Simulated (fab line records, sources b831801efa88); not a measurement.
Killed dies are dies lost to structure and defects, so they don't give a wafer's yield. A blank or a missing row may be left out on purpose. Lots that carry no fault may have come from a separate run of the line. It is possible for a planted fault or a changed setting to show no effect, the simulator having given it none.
fab line records | flow sky130
record: lots: 13 | wafers: 39 | lastDay: 49
route steps=708 shown CONTACT@425 METAL4@629 PAD_OPEN@708
lots with no fault: from the same line, run without faults
startH: start of the lot's first displayed wafer, in hours after the record's first day | waitH: how many hours have passed since the lot's step before this one | " repeats the value in the row above | L1.1+2: several wafers, shown together as one row | - no value, or no start was given | * or withheld: withheld | < > ~ a bound
route shown NAME@n: names a module that has steps shown in the file, with the first one's number in the route | usual: average and standard deviation across the fault-free wafers | same: alike in all rows | chamber/n: place in a boat | sites: the reading at each site | _std_site: the values' standard deviation | _edge_site: outer sites' mean less inner sites' | radiusMm: for every site, how far away it sits from the centre of the wafer | mask NAME#n: copy n | behind: the most recent tool/chamber to have shaped the wafer | hold: cause of the lot's hold/its duration in hours/its outcome | device: the n, p or np transistor that did not switch | end of line: tests run on the same wafers once the route is complete | a step given without rows: its recipe and nothing more | killed: at the first sort, the dies lost to defects and structure; wafer yield is something else | map: per-die view of a wafer (x killed, . not killed, _ where there is no die)
set.NAME: the setting that was run; set.NAME@STEP: the one run at that earlier step | model.NAME: the simulator's own value behind a step, which no gauge read
route steps across a sampled set of lots; one table per step, one row per wafer
services: when a tool's chamber went out of use (startH, in hours from the record's first day, below 0 if earlier), for how many hours, and the reason
== steps ==
step: SKY_CONTACT_STRIP_19
recipe: chemistry: O2/N2 | powerW: 1400 | pressureMtorr: 1500 | platenTempC: withheld | o2FlowSccm: 3000 | n2FlowSccm: 300 | overashFraction: 0.5
usual: drypumpMotorCurrentA: 6.0/0.62 | oesProductAu: 0.381/0.0046 | stripTimeToEndpointS: 3.613/0.024
lot.wafer | tool           | chamber | startH | waitH | drypumpMotorCurrentA | oesProductAu | rfHoursCounterH | stripTimeToEndpointS
L746.1    | plasmaAsher-02 | 0       | 739.11 | -     | 5.8                  | 0.385        | 90              | 3.586
L746.3    | "              | 0       | "      | "     | 5.8                  | 0.380        | -               | 3.603
L746.5    | "              | 0       | "      | "     | 5.8                  | 0.377        | -               | 3.605
L748.1    | plasmaAsher-02 | 0       | 760.40 | -     | 5.8                  | 0.374        | 92              | 3.645
L748.3    | "              | 0       | "      | "     | 5.8                  | 0.382        | -               | 3.625
L748.5    | "              | 0       | "      | "     | 5.8                  | 0.387        | -               | 3.607
L750.2    | plasmaAsher-02 | 0       | 769.91 | -     | 5.8                  | 0.382        | 93              | 3.634
L750.3    | "              | 1       | "      | "     | 6.5                  | 0.385        | -               | 3.684
L750.4    | "              | 0       | "      | "     | 5.8                  | 0.383        | -               | 3.644
L749.2    | plasmaAsher-04 | 0       | 772.45 | -     | 5.2                  | 0.386        | 35              | 3.647
L749.3    | "              | 1       | "      | "     | 6.7                  | 0.379        | -               | 3.636
L749.5    | "              | 0       | "      | "     | 5.1                  | 0.383        | -               | 3.650
L754.2    | plasmaAsher-04 | 1       | 802.40 | -     | 6.7                  | 0.377        | 38              | 3.573
L754.4    | "              | 0       | "      | "     | 5.2                  | 0.381        | -               | 3.574
L754.5    | "              | 1       | "      | "     | 6.7                  | 0.383        | -               | 3.620
L755.4    | plasmaAsher-02 | 0       | 803.34 | -     | 5.8                  | 0.377        | -               | 3.619
L755.5    | "              | 0       | "      | "     | 5.8                  | 0.389        | -               | 3.646
L755.6    | "              | 1       | "      | "     | 6.5                  | 0.384        | -               | 3.623
L756.3    | plasmaAsher-02 | 1       | 816.34 | -     | 6.4                  | 0.375        | -               | 3.553
L756.4    | "              | 0       | "      | "     | 5.8                  | 0.382        | -               | 3.611
L756.6    | "              | 0       | "      | "     | 5.8                  | 0.380        | -               | 3.574
L757.3    | plasmaAsher-02 | 0       | 826.43 | -     | 5.8                  | 0.380        | -               | 3.611
L757.5    | "              | 0       | "      | "     | 5.8                  | 0.383        | -               | 3.656
L757.6    | "              | 1       | "      | "     | 6.4                  | 0.378        | -               | 3.645
L758.1    | plasmaAsher-04 | 0       | 830.45 | -     | 5.1                  | 0.370        | 40              | 3.622
L758.4    | "              | 0       | "      | "     | 5.1                  | 0.381        | -               | 3.596
L758.5    | "              | 1       | "      | "     | 6.7                  | 0.373        | -               | 3.637
L760.3    | plasmaAsher-02 | 1       | 842.48 | -     | 6.5                  | 0.381        | -               | 3.618
L760.4    | "              | 0       | "      | "     | 5.8                  | 0.376        | -               | 3.620
L760.6    | "              | 0       | "      | "     | 5.8                  | 0.377        | -               | 3.622
L762.3    | plasmaAsher-02 | 0       | 854.83 | -     | 5.8                  | 0.383        | -               | 3.611
L762.4    | "              | 1       | "      | "     | 6.5                  | 0.384        | -               | 3.598
L762.5    | "              | 0       | "      | "     | 5.8                  | 0.379        | -               | 3.627
L763.1    | plasmaAsher-04 | 0       | 866.34 | -     | 5.2                  | 0.385        | 44              | 3.610
L763.4    | "              | 1       | "      | "     | 6.7                  | 0.380        | -               | 3.631
L763.5    | "              | 0       | "      | "     | 5.2                  | 0.375        | -               | 3.624
L764.4    | plasmaAsher-02 | 0       | 875.02 | -     | 5.8                  | 0.384        | -               | 3.636
L764.5    | "              | 0       | "      | "     | 5.8                  | 0.379        | -               | 3.634
L764.6    | "              | 1       | "      | "     | 6.5                  | 0.370        | -               | 3.624
step: SKY_METAL4_CD_MEAS_13
recipe: targetCdNm: 300
usual: cdNm: 300.4/1.3
lot.wafer | tool     | chamber | startH  | waitH | cdNm
L746.1    | cdSem-02 | -       | 981.64  | -     | 301.2
L746.3    | "        | -       | "       | "     | 300.4
L746.5    | "        | -       | "       | "     | 301.9
L748.1    | cdSem-02 | -       | 1000.39 | -     | 302.9
L748.3    | "        | -       | "       | "     | 302.6
L748.5    | "        | -       | "       | "     | 301.8
L750.2    | cdSem-01 | -       | 1008.41 | -     | 302.4
L750.3    | "        | -       | "       | "     | 301.9
L750.4    | "        | -       | "       | "     | 303.0
L749.2    | cdSem-02 | -       | 1012.61 | -     | 299.2
L749.3    | "        | -       | "       | "     | 300.7
L749.5    | "        | -       | "       | "     | 298.0
L754.2    | cdSem-01 | -       | 1036.99 | -     | 302.5
L754.4    | "        | -       | "       | "     | 300.9
L754.5    | "        | -       | "       | "     | 303.2
L755.4    | cdSem-01 | -       | 1038.96 | -     | 301.5
L755.5    | "        | -       | "       | "     | 300.3
L755.6    | "        | -       | "       | "     | 300.2
L756.3    | cdSem-01 | -       | 1048.21 | -     | 302.8
L756.4    | "        | -       | "       | "     | 302.0
L756.6    | "        | -       | "       | "     | 302.4
L757.3    | cdSem-02 | -       | 1056.98 | -     | 299.0
L757.5    | "        | -       | "       | "     | 300.8
L757.6    | "        | -       | "       | "     | 300.5
L758.1    | cdSem-02 | -       | 1062.24 | -     | 298.8
L758.4    | "        | -       | "       | "     | 300.5
L758.5    | "        | -       | "       | "     | 300.8
L760.3    | cdSem-01 | -       | 1069.48 | -     | 301.0
L760.4    | "        | -       | "       | "     | 300.6
L760.6    | "        | -       | "       | "     | 301.4
L762.3    | cdSem-01 | -       | 1080.46 | -     | 301.0
L762.4    | "        | -       | "       | "     | 299.2
L762.5    | "        | -       | "       | "     | 300.0
L763.1    | cdSem-02 | -       | 1091.39 | -     | 300.5
L763.4    | "        | -       | "       | "     | 300.5
L763.5    | "        | -       | "       | "     | 299.9
L764.4    | cdSem-01 | -       | 1096.95 | -     | 302.1
L764.5    | "        | -       | "       | "     | 302.0
L764.6    | "        | -       | "       | "     | 301.4
step: SKY_METAL4_OVL_MEAS_14
usual: METAL4_OVL: 0/5.5
lot.wafer | tool       | chamber | startH  | waitH | METAL4_OVL[nm]
L746.1    | overlay-01 | -       | 981.76  | 0.1   | 1
L746.3    | "          | -       | "       | "     | 3
L746.5    | "          | -       | "       | "     | -2
L748.1    | overlay-01 | -       | 1000.51 | 0.1   | -5
L748.3    | "          | -       | "       | "     | 5
L748.5    | "          | -       | "       | "     | -1
L750.2    | overlay-02 | -       | 1008.51 | 0.1   | -3
L750.3    | "          | -       | "       | "     | 5
L750.4    | "          | -       | "       | "     | 2
L749.2    | overlay-01 | -       | 1012.71 | 0.1   | 2
L749.3    | "          | -       | "       | "     | 1
L749.5    | "          | -       | "       | "     | -1
L754.2    | overlay-02 | -       | 1037.10 | 0.1   | 2
L754.4    | "          | -       | "       | "     | 5
L754.5    | "          | -       | "       | "     | 1
L755.4    | overlay-02 | -       | 1039.04 | 0.1   | 5
L755.5    | "          | -       | "       | "     | -1
L755.6    | "          | -       | "       | "     | -4
L756.3    | overlay-02 | -       | 1048.30 | 0.1   | 3
L756.4    | "          | -       | "       | "     | 1
L756.6    | "          | -       | "       | "     | -4
L757.3    | overlay-01 | -       | 1057.07 | 0.1   | 6
L757.5    | "          | -       | "       | "     | 0
L757.6    | "          | -       | "       | "     | -2
L758.1    | overlay-02 | -       | 1062.36 | 0.1   | -3
L758.4    | "          | -       | "       | "     | -4
L758.5    | "          | -       | "       | "     | -4
L760.3    | overlay-01 | -       | 1069.57 | 0.1   | 3
L760.4    | "          | -       | "       | "     | 13
L760.6    | "          | -       | "       | "     | 2
L762.3    | overlay-02 | -       | 1080.55 | 0.1   | -14
L762.4    | "          | -       | "       | "     | -2
L762.5    | "          | -       | "       | "     | -5
L763.1    | overlay-02 | -       | 1091.51 | 0.1   | 4
L763.4    | "          | -       | "       | "     | 5
L763.5    | "          | -       | "       | "     | 0
L764.4    | overlay-01 | -       | 1097.02 | 0.1   | -6
L764.5    | "          | -       | "       | "     | -3
L764.6    | "          | -       | "       | "     | -3
step: SKY_METAL4_METAL_ETCH_18
recipe: targetDepthA: 8450 | stopOn: SiO2 | overEtchFrac: 0.3 | timeS: 183.1 | chemistry: Cl2/BCl3 | resistSidewallDeg: 88 | pressureMtorr: 10 | icpW: 900 | biasW: 48.5 | Cl2_flow_sccm: 60 | bcl3FlowSccm: 30
usual: drypumpMotorCurrentA: 5.46/0.27 | oesProductAu: 0.866/0.0064 | throttleValvePct: 22.264/0.0084
lot.wafer | tool        | chamber | startH  | waitH | drypumpMotorCurrentA | oesProductAu | rfHoursCounterH | throttleValvePct
L746.1    | rieMetal-01 | 0       | 981.94  | 0.0   | 5.43                 | 0.865        | 5               | 22.263
L746.3    | "           | 1       | "       | "     | 5.26                 | 0.860        | -               | 22.263
L746.5    | "           | 1       | "       | "     | 5.24                 | 0.871        | -               | 22.274
L748.1    | rieMetal-04 | 0       | 1000.69 | 0.0   | 5.20                 | 0.868        | 19              | 22.269
L748.3    | "           | 1       | "       | "     | 6.02                 | 0.861        | -               | 22.254
L748.5    | "           | 1       | "       | "     | 6.04                 | 0.857        | -               | 22.263
L750.2    | rieMetal-04 | 0       | 1008.69 | 0.0   | 5.22                 | 0.856        | 19              | 22.256
L750.3    | "           | 0       | "       | "     | 5.20                 | 0.867        | -               | 22.248
L750.4    | "           | 1       | "       | "     | 5.99                 | 0.858        | -               | 22.267
L749.2    | rieMetal-02 | 0       | 1012.89 | 0.0   | 5.62                 | 0.866        | 8               | 22.258
L749.3    | "           | 1       | "       | "     | 5.37                 | 0.865        | -               | 22.275
L749.5    | "           | 0       | "       | "     | 5.66                 | 0.859        | -               | 22.261
L754.2    | rieMetal-02 | 0       | 1037.27 | 0.0   | 5.62                 | 0.875        | 10              | 22.262
L754.4    | "           | 1       | "       | "     | 5.40                 | 0.857        | -               | 22.265
L754.5    | "           | 1       | "       | "     | 5.37                 | 0.864        | -               | 22.280
L755.4    | rieMetal-01 | 0       | 1039.39 | 0.1   | 5.44                 | 0.859        | -               | 22.278
L755.5    | "           | 0       | "       | "     | 5.45                 | 0.865        | -               | 22.248
L755.6    | "           | 1       | "       | "     | 5.22                 | 0.867        | -               | 22.263
L756.3    | rieMetal-02 | 1       | 1048.53 | 0.1   | 5.40                 | 0.857        | -               | 22.263
L756.4    | "           | 0       | "       | "     | 5.64                 | 0.864        | -               | 22.267
L756.6    | "           | 0       | "       | "     | 5.64                 | 0.868        | -               | 22.276
L757.3    | rieMetal-01 | 0       | 1057.30 | 0.1   | 5.44                 | 0.868        | -               | 22.262
L757.5    | "           | 1       | "       | "     | 5.22                 | 0.874        | -               | 22.270
L757.6    | "           | 0       | "       | "     | 5.42                 | 0.873        | -               | 22.268
L758.1    | rieMetal-01 | 0       | 1062.54 | 0.0   | 5.43                 | 0.871        | 10              | 22.266
L758.4    | "           | 1       | "       | "     | 5.24                 | 0.860        | -               | 22.276
L758.5    | "           | 0       | "       | "     | 5.43                 | 0.869        | -               | 22.266
L760.3    | rieMetal-04 | 1       | 1069.80 | 0.1   | 6.03                 | 0.871        | -               | 22.267
L760.4    | "           | 0       | "       | "     | 5.20                 | 0.869        | -               | 22.266
L760.6    | "           | 1       | "       | "     | 6.00                 | 0.867        | -               | 22.250
L762.3    | rieMetal-02 | 0       | 1080.78 | 0.1   | 5.64                 | 0.861        | -               | 22.267
L762.4    | "           | 1       | "       | "     | 5.37                 | 0.874        | -               | 22.263
L762.5    | "           | 0       | "       | "     | 5.64                 | 0.875        | -               | 22.267
L763.1    | rieMetal-01 | 0       | 1091.69 | 0.0   | 5.46                 | 0.867        | 12              | 22.266
L763.4    | "           | 0       | "       | "     | 5.44                 | 0.864        | -               | 22.277
L763.5    | "           | 0       | "       | "     | 5.45                 | 0.877        | -               | 22.262
L764.4    | rieMetal-01 | 1       | 1097.25 | 0.1   | 5.23                 | 0.855        | -               | 22.271
L764.5    | "           | 0       | "       | "     | 5.44                 | 0.849        | -               | 22.265
L764.6    | "           | 1       | "       | "     | 5.22                 | 0.859        | -               | 22.252
step: SKY_PAD_OPEN_PROBE_99
usual: killed_at_M0_to_M3: 44/7.4 | killed_at_M4_up: 3.1/1.8 | killedAtContacts: 24/5.6 | killedAtFrontEnd: 15/4.9 | killedAtOther: 0.4/0.59 | killedDies: 87/9.8 | killedOpen: 47/7.2 | killedShort: 39/6.8
same: grossDies: 492 | killedAtBackSide: 0
lot.wafer | tool      | chamber | startH  | waitH | hold                    | killed_at_M0_to_M3 | killed_at_M4_up | killedAtContacts | killedAtFrontEnd | killedAtOther | killedDies | killedOpen | killedShort
L749.2    | prober-01 | -       | 1107.64 | 0.1   | -                       | 58                 | 2               | 11               | 14               | 0             | 85         | 46         | 39
L749.3    | prober-01 | -       | 1107.69 | 0.2   | -                       | 45                 | 3               | 36               | 14               | 0             | 98         | 56         | 42
L749.5    | prober-01 | -       | 1107.79 | 0.2   | -                       | 45                 | 4               | 23               | 14               | 0             | 86         | 44         | 42
L754.2    | prober-01 | -       | 1128.29 | 0.1   | -                       | 44                 | 4               | 36               | 16               | 0             | 100        | 55         | 45
L754.4    | prober-01 | -       | 1128.39 | 0.2   | -                       | 44                 | 1               | 22               | 23               | 1             | 91         | 44         | 46
L754.5    | prober-01 | -       | 1128.44 | 0.2   | -                       | 46                 | 3               | 25               | 15               | 1             | 90         | 45         | 45
L755.4    | prober-02 | -       | 1129.89 | 0.2   | -                       | 48                 | 4               | 32               | 14               | 0             | 98         | 49         | 49
L755.5    | prober-02 | -       | 1129.94 | 0.2   | -                       | 52                 | 4               | 20               | 18               | 0             | 94         | 42         | 52
L755.6    | prober-02 | -       | 1129.99 | 0.2   | -                       | 44                 | 2               | 31               | 15               | 1             | 93         | 52         | 41
L756.3    | prober-01 | -       | 1137.50 | 0.2   | -                       | 42                 | 4               | 31               | 14               | 1             | 92         | 41         | 50
L756.4    | prober-01 | -       | 1137.55 | 0.2   | -                       | 35                 | 5               | 27               | 11               | 0             | 78         | 44         | 34
L756.6    | prober-01 | -       | 1137.65 | 0.2   | -                       | 52                 | 2               | 21               | 9                | 1             | 85         | 50         | 33
L757.3    | prober-02 | -       | 1146.05 | 0.2   | -                       | 41                 | 2               | 33               | 10               | 1             | 87         | 48         | 39
L757.5    | prober-02 | -       | 1146.15 | 0.2   | -                       | 39                 | 6               | 23               | 16               | 1             | 85         | 46         | 38
L757.6    | prober-02 | -       | 1146.20 | 0.2   | -                       | 40                 | 0               | 30               | 19               | 2             | 91         | 49         | 41
L758.1    | prober-01 | -       | 1148.44 | 0.1   | -                       | 50                 | 2               | 25               | 20               | 0             | 97         | 48         | 48
L758.4    | prober-01 | -       | 1148.59 | 0.2   | -                       | 62                 | 1               | 19               | 10               | 0             | 92         | 54         | 38
L758.5    | prober-01 | -       | 1148.64 | 0.2   | -                       | 39                 | 2               | 24               | 18               | 0             | 83         | 46         | 37
L760.3    | prober-01 | -       | 1155.52 | 0.2   | -                       | 48                 | 4               | 28               | 7                | 0             | 87         | 44         | 43
L760.4    | prober-01 | -       | 1155.57 | 0.2   | -                       | 65                 | 7               | 21               | 13               | 0             | 106        | 67         | 39
L760.6    | prober-01 | -       | 1155.67 | 0.2   | -                       | 56                 | 1               | 24               | 17               | 0             | 98         | 55         | 43
L762.3    | prober-01 | -       | 1165.39 | 0.2   | awaitDispo/2.5h/release | 40                 | 0               | 70               | 22               | 2             | 134        | 42         | 45
L762.4    | prober-01 | -       | 1165.44 | 0.2   | awaitDispo/2.5h/release | 55                 | 2               | 75               | 4                | 1             | 137        | 36         | 45
L762.5    | prober-01 | -       | 1165.49 | 0.2   | awaitDispo/2.5h/release | 47                 | 0               | 67               | 20               | 0             | 134        | 54         | 30
L764.4    | prober-01 | -       | 1178.13 | 0.2   | awaitDispo/2.4h/release | 36                 | 4               | 67               | 11               | 0             | 118        | 41         | 29
L764.5    | prober-01 | -       | 1178.18 | 0.2   | awaitDispo/2.4h/release | 47                 | 2               | 75               | 13               | 0             | 137        | 54         | 38
L764.6    | prober-01 | -       | 1178.23 | 0.2   | awaitDispo/2.4h/release | 46                 | 2               | 77               | 11               | 0             | 136        | 39         | 37
killed by level:class
L749.2 VIA1:geometricParticle:open=10 VIA3:geometricParticle:open=8 METAL2:geometricParticle:short=7 VIA2:geometricParticle:open=7 METAL1:geometricParticle:short=6 FIELD_ISO:geometricParticle:short=5 METAL2:geometricParticle:open=5 LI_CONTACT:geometricParticle:open=4
L749.3 CONTACT:geometricParticle:open=13 VIA2:geometricParticle:open=8 VIA1:geometricParticle:open=8 CONTACT:geometricParticle:short=7 LOCAL_INTERCONNECT:geometricParticle:short=6 FIELD_ISO:geometricParticle:open=5 LI_CONTACT:geometricParticle:short=5 LI_CONTACT:geometricParticle:open=5
L749.5 VIA2:geometricParticle:open=7 CONTACT:geometricParticle:open=7 VIA3:geometricParticle:open=7 LI_CONTACT:geometricParticle:open=6 METAL2:geometricParticle:short=6 METAL3:geometricParticle:short=6 POLY_GATE:geometricParticle:short=4 LI_CONTACT:geometricParticle:short=4
L754.2 CONTACT:geometricParticle:open=19 VIA1:geometricParticle:open=11 VIA1:geometricParticle:short=8 POLY_GATE:geometricParticle:short=7 VIA2:geometricParticle:open=7 LOCAL_INTERCONNECT:geometricParticle:short=6 CONTACT:geometricParticle:short=5 POLY_GATE:geometricParticle:open=4
L754.4 LI_CONTACT:geometricParticle:open=11 VIA3:geometricParticle:open=7 VIA1:geometricParticle:open=7 METAL2:geometricParticle:short=7 FIELD_ISO:geometricParticle:short=6 CONTACT:geometricParticle:short=5 VIA1:geometricParticle:short=5 VIA3:geometricParticle:short=5
L754.5 CONTACT:geometricParticle:open=7 VIA1:geometricParticle:short=7 METAL3:geometricParticle:open=6 CONTACT:geometricParticle:short=6 VIA1:geometricParticle:open=6 VIA2:geometricParticle:open=6 POLY_GATE:geometricParticle:open=5 LI_CONTACT:geometricParticle:short=5
L755.4 VIA1:geometricParticle:open=9 VIA1:geometricParticle:short=9 CONTACT:geometricParticle:open=8 METAL1:geometricParticle:short=8 CONTACT:geometricParticle:short=7 LI_CONTACT:geometricParticle:open=6 LOCAL_INTERCONNECT:geometricParticle:short=6 VIA3:geometricParticle:open=5
L755.5 VIA1:geometricParticle:open=13 METAL2:geometricParticle:short=8 VIA2:geometricParticle:open=7 FIELD_ISO:geometricParticle:open=6 CONTACT:geometricParticle:open=6 LOCAL_INTERCONNECT:geometricParticle:short=5 FIELD_ISO:geometricParticle:short=4 VIA1:geometricParticle:short=4
L755.6 CONTACT:geometricParticle:open=12 VIA3:geometricParticle:open=12 VIA1:geometricParticle:open=8 LI_CONTACT:geometricParticle:open=7 FIELD_ISO:geometricParticle:short=5 METAL1:geometricParticle:short=5 METAL2:geometricParticle:short=5 LOCAL_INTERCONNECT:geometricParticle:open=4
L756.3 CONTACT:geometricParticle:open=10 CONTACT:geometricParticle:short=9 METAL1:geometricParticle:short=8 VIA1:geometricParticle:open=8 VIA3:geometricParticle:open=6 LI_CONTACT:geometricParticle:open=5 VIA2:geometricParticle:open=5 FIELD_ISO:geometricParticle:short=4
L756.4 VIA1:geometricParticle:open=9 LOCAL_INTERCONNECT:geometricParticle:short=8 CONTACT:geometricParticle:open=8 VIA3:geometricParticle:open=8 VIA2:geometricParticle:open=6 CONTACT:geometricParticle:short=5 LI_CONTACT:geometricParticle:open=4 METAL2:geometricParticle:short=3
L756.6 VIA1:geometricParticle:open=16 LI_CONTACT:geometricParticle:open=8 VIA2:geometricParticle:open=8 VIA3:geometricParticle:open=7 CONTACT:geometricParticle:open=6 METAL1:geometricParticle:short=6 VIA2:geometricParticle:short=6 FIELD_ISO:geometricParticle:short=4
L757.3 CONTACT:geometricParticle:open=13 VIA2:geometricParticle:open=12 VIA1:geometricParticle:open=7 LI_CONTACT:geometricParticle:open=6 FIELD_ISO:geometricParticle:short=5 LOCAL_INTERCONNECT:geometricParticle:short=5 CONTACT:geometricParticle:short=5 LI_CONTACT:geometricParticle:short=4
L757.5 VIA1:geometricParticle:open=10 VIA2:geometricParticle:open=10 CONTACT:geometricParticle:open=7 LI_CONTACT:geometricParticle:open=6 METAL2:geometricParticle:short=6 FIELD_ISO:geometricParticle:short=5 LI_CONTACT:geometricParticle:short=5 LOCAL_INTERCONNECT:geometricParticle:short=4
L757.6 VIA1:geometricParticle:open=12 CONTACT:geometricParticle:open=10 VIA2:geometricParticle:open=7 LI_CONTACT:geometricParticle:short=7 LI_CONTACT:geometricParticle:open=6 FIELD_ISO:geometricParticle:open=5 METAL1:geometricParticle:short=5 POLY_GATE:geometricParticle:short=5
L758.1 VIA1:geometricParticle:open=13 CONTACT:geometricParticle:open=9 METAL1:geometricParticle:short=8 FIELD_ISO:geometricParticle:short=5 LI_CONTACT:geometricParticle:open=5 LOCAL_INTERCONNECT:geometricParticle:short=5 VIA3:geometricParticle:open=5 VIA2:geometricParticle:open=5
L758.4 VIA1:geometricParticle:open=18 VIA3:geometricParticle:open=9 METAL1:geometricParticle:short=7 CONTACT:geometricParticle:open=6 VIA2:geometricParticle:open=6 VIA2:geometricParticle:short=5 VIA1:geometricParticle:short=5 METAL2:geometricParticle:short=5
L758.5 VIA1:geometricParticle:open=10 VIA2:geometricParticle:open=7 LI_CONTACT:geometricParticle:open=6 POLY_GATE:geometricParticle:open=5 LI_CONTACT:geometricParticle:short=5 LOCAL_INTERCONNECT:geometricParticle:short=5 CONTACT:geometricParticle:open=5 METAL1:geometricParticle:short=4
L760.3 CONTACT:geometricParticle:open=11 LI_CONTACT:geometricParticle:open=7 VIA1:geometricParticle:open=7 METAL1:geometricParticle:short=6 METAL2:geometricParticle:short=6 VIA3:geometricParticle:open=6 VIA2:geometricParticle:open=6 VIA1:geometricParticle:short=5
L760.4 VIA1:geometricParticle:open=28 CONTACT:geometricParticle:open=8 VIA3:geometricParticle:open=7 VIA2:geometricParticle:open=7 VIA1:geometricParticle:short=6 METAL4:geometricParticle:short=6 LI_CONTACT:geometricParticle:open=5 CONTACT:geometricParticle:short=5
L760.6 VIA3:geometricParticle:open=11 CONTACT:geometricParticle:open=10 VIA1:geometricParticle:open=10 METAL1:geometricParticle:short=8 POLY_GATE:geometricParticle:open=7 METAL2:geometricParticle:short=6 CONTACT:geometricParticle:short=5 VIA1:geometricParticle:short=5
L762.3 CONTACT:unspecified=47 CONTACT:geometricParticle:open=12 FIELD_ISO:geometricParticle:short=8 VIA1:geometricParticle:open=8 METAL1:geometricParticle:short=7 VIA2:geometricParticle:open=7 FIELD_ISO:geometricParticle:open=6 POLY_GATE:geometricParticle:short=4
L762.4 CONTACT:unspecified=56 VIA1:geometricParticle:open=17 CONTACT:geometricParticle:short=7 METAL2:geometricParticle:short=6 VIA2:geometricParticle:short=6 METAL1:geometricParticle:short=5 VIA3:geometricParticle:open=5 METAL3:geometricParticle:short=5
L762.5 CONTACT:unspecified=50 VIA1:geometricParticle:open=11 VIA3:geometricParticle:open=8 VIA2:geometricParticle:open=7 FIELD_ISO:geometricParticle:open=6 FIELD_ISO:geometricParticle:short=6 CONTACT:geometricParticle:open=6 LI_CONTACT:geometricParticle:open=4
L764.4 CONTACT:unspecified=48 VIA1:geometricParticle:open=10 LI_CONTACT:geometricParticle:open=8 CONTACT:geometricParticle:open=6 VIA2:geometricParticle:open=6 METAL1:geometricParticle:short=5 FIELD_ISO:geometricParticle:short=4 SPACER:geometricParticle:open=3
L764.5 CONTACT:unspecified=45 VIA1:geometricParticle:open=11 LI_CONTACT:geometricParticle:open=10 CONTACT:geometricParticle:open=9 VIA3:geometricParticle:open=9 VIA2:geometricParticle:open=7 METAL2:geometricParticle:short=6 FIELD_ISO:geometricParticle:open=5
L764.6 CONTACT:unspecified=60 VIA3:geometricParticle:open=9 VIA2:geometricParticle:open=7 LI_CONTACT:geometricParticle:open=5 VIA1:geometricParticle:open=5 VIA1:geometricParticle:short=5 VIA2:geometricParticle:short=5 FIELD_ISO:geometricParticle:short=4
== services ==
tool           | chamber | startH  | hours | kind
rieMetal-02    | -       | 748.00  | 0.7   | repair
rieMetal-02    | 1       | 776.92  | -     | clean
rieMetal-02    | 1       | 776.92  | 19.0  | scheduledDown
rieMetal-02    | 1       | 776.92  | 19.0  | ventCycle
rieMetal-02    | 0       | 795.87  | -     | clean
rieMetal-02    | 0       | 795.87  | 16.4  | scheduledDown
rieMetal-02    | 0       | 795.87  | 16.4  | ventCycle
rieMetal-01    | 0       | 844.13  | -     | clean
rieMetal-01    | 0       | 844.13  | 19.7  | scheduledDown
rieMetal-01    | 0       | 844.13  | 19.7  | ventCycle
plasmaAsher-04 | -       | 910.51  | 2.9   | repair
rieMetal-02    | -       | 924.23  | 14.6  | pm
plasmaAsher-04 | -       | 945.42  | 1.1   | repair
plasmaAsher-02 | -       | 951.60  | 0.8   | repair
rieMetal-02    | -       | 1007.86 | 2.8   | pm
rieMetal-04    | 0       | 1028.94 | 25.6  | repair
plasmaAsher-02 | -       | 1042.88 | 81.5  | repair
rieMetal-04    | 1       | 1070.22 | 2.1   | repair
rieMetal-01    | -       | 1076.39 | 0.4   | repair
== key ==
firstSign: step: SKY_PAD_OPEN_PROBE_99 | reading: killedAtContacts | direction: up | sigmas: 8.6 | usual: 24 | struck: 72
effect: step: SKY_PAD_OPEN_PROBE_99 | reading: killedDies | direction: up | sigmas: 4.7 | usual: 87 | struck: 133
metAt SKY_CONTACT_STRIP_19
struckLots L762,L764
testerLeftOut L762,L764
notActingAt SKY_METAL4_CD_MEAS_13,SKY_METAL4_OVL_MEAS_14,SKY_METAL4_METAL_ETCH_18
onsetBetween 842.48 854.83
fault: kind: chamberParticleSource | tool: plasmaAsher-02 | chamber: - | onsetH: 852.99 | steps: SKY_CONTACT_STRIP_19 | ratePerVisitCm2: 1.0659 | endH: 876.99
testerLeftOut: of these lots the tester's yield and bins aren't shown, on N5 and GAA mostly nor the transistor test; their killed dies are dies lost to structure and defects alone, not to doping, threshold or leakage, so they don't give the yield
